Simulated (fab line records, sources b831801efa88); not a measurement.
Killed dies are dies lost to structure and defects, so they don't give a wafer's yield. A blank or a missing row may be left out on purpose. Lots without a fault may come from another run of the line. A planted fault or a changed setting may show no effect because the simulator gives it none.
Which tool did it? | flow gf180mcu | 6 lots, 18 wafers sampled, at 1 step of a route of 602

WHAT THE GAUGES READ, wafer by wafer
GF_V1_RS_MEAS_24: measures by four-point-probe.
lot  | measured     | on            | V1_W_RS (ohm/sq)
L578 | day 18 22:46 | film_metro-02 | 0.329 0.334 0.331
L582 | day 20 08:46 | film_metro-01 | 0.333 0.330 0.330
L585 | day 21 14:55 | film_metro-01 | 0.339 0.334 0.336
L587 | day 22 18:49 | film_metro-03 | 0.323 0.325 0.330
L595 | day 25 05:07 | film_metro-01 | 0.335 0.337 0.331
L597 | day 25 12:16 | film_metro-03 | 0.340 0.336 0.328

WHICH TOOL RAN EACH LOT (tool, then ch and the chambers of the sampled wafers, then the start)
The record holds no process step before these readings.

THE ANSWER, worked out from the rows above alone
Rule: what is usual is taken from the lots themselves. Put in order of their means at a reading, lots are off if they are a third of the lots or fewer, leave a main group of 4 or more, and stand apart from it by a gap of 3 or more times the standard deviation of the main group's means; of several such gaps the widest counts. A main group whose means are all the same, to the digits that the tables above print for the reading, isn't used. A lot without any number at a reading at which 4 lots or more have one is off too. The other lots that the step has rows for count as sound.
No lot is off at any reading shown: from this, nothing can be told.

WHAT THE SIMULATOR HAD PUT IN
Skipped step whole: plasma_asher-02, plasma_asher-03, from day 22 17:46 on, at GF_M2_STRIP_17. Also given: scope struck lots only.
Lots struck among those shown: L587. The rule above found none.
